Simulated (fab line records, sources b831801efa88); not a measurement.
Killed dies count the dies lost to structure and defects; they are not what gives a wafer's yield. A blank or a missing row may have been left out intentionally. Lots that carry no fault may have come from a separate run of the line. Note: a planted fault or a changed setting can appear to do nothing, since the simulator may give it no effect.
Struck lot and sound lot, side by side | flow gf180mcu | 15 steps out of a route of 602
Sound: these wafers, L504.2, L504.5, L504.6. Struck: wafers L510.1, L510.2, L510.6. The cause is given at the end.
Per side, at each step with rows, come the tool, then ch with its chambers, and then its first start. Under that, the readings that differ: sound wafers | struck wafers | difference of the means | sigmas: that difference in standard deviations of wafers without a fault.
alike: words and numbers the same on both sides, and readings whose means are apart by under 2 such deviations; not compared: readings that were withheld, readings missing a value for some wafer, numbers with overlapping values and no deviation given by the record, and bounds like >300 which may hide the same value.
A row with sigmas, a row that says differs or no value, or rows on one side alone: a step with any of these is where the two part. Numbers that don't overlap but have no deviation are shown without sigmas and don't part them. A reading missing from all wafers of one side parts the sides only when that side holds two or more wafers.

GF_TOP_METAL_METAL_ETCH_16: etches the open film in Cl2/BCl3, stops on SiO2, target depth 1197 nm, time 192.1 s.
  sound on rie_metal-01 ch 0,1, day 32 04:18; struck on rie_metal-02 ch 0,1, day 33 20:04
  alike: drypump_motor_current_A, mfc_cl2_sccm, oes_product_au, rf_fwd_power_W, throttle_valve_pct
  not compared: rf_hours_counter_h
GF_TOP_METAL_STRIP_17: strips in O2/N2.
  sound on plasma_asher-04 ch 0,1, day 32 04:29; struck on plasma_asher-02 ch 0,1, day 33 20:15
  alike: drypump_motor_current_A, heater_power_w, oes_product_au, strip_time_to_endpoint_s
  not compared: rf_hours_counter_h
then, 2 steps without rows for these wafers: GF_TOP_METAL_STRIP_18 (strips in post etch residue remover, time 1200 s); GF_TOP_METAL_CLEAN_19 (cleans in DIW).
GF_PASSIVATION_CVD_00: deposits SiO2 from TEOS, target thk 1000 nm, time 111.95 s.
  sound on pecvd-03 ch 1,2, day 32 05:05; struck on pecvd-01 ch 0,1,2, day 33 20:47
  alike: heater_power_w, rf_fwd_power_W
GF_PASSIVATION_THK_MEAS_01:
  struck on film_metro-01, day 33 20:52; sound on film_metro-02, day 32 05:10
  alike: PASSIVATION_CVD_00_THK
GF_PASSIVATION_CVD_02: deposits Si3N4, target thk 700 nm, time 486.18 s.
  sound on pecvd-04 ch 0,2, day 32 05:13; struck on pecvd-03 ch 0,1,2, day 33 20:56
  reading            | sound             | struck            | difference | sigmas
  rf_fwd_power_W (W) | 447.6 449.3 449.6 | 451.7 450.8 451.3 | +2.4       | +2
  alike: heater_power_w
GF_PASSIVATION_THK_MEAS_03:
  struck on film_metro-01, day 33 21:13; sound on film_metro-03, day 32 05:31
  alike: PASSIVATION_CVD_02_THK
then, 4 steps without rows for these wafers: GF_PASSIVATION_DEHYDRATE_04 (time 60 s); GF_PASSIVATION_HMDS_05 (prime time 60 s); GF_PASSIVATION_COAT_06 (resist thk 4000 nm); GF_PASSIVATION_SOFTBAKE_07.
GF_PASSIVATION_EXPOSE_08: exposes mask Pad, target cd 40000 nm.
  sound on iline_stepper-01 ch 0, day 32 13:11; struck on iline_stepper-01 ch 0, day 34 04:47
  reading                             | sound                | struck         | difference | sigmas
  model.PASSIVATION.overlay_x_nm (nm) | -1.234 -1.234 -1.234 | 3959 3959 3959 | +3960      |
  alike: mask, focus_offset_nm
next, for these wafers, 1 step has no rows: GF_PASSIVATION_PEB_09.
GF_PASSIVATION_PROBE_99:
  the record has rows for the struck wafers here (prober-01, day 34 14:31) and none for the sound ones

## WHERE THEY PART
At GF_PASSIVATION_CVD_02 first; at GF_PASSIVATION_PROBE_99 last (within this record only).

WHY: the cause the simulator had injected
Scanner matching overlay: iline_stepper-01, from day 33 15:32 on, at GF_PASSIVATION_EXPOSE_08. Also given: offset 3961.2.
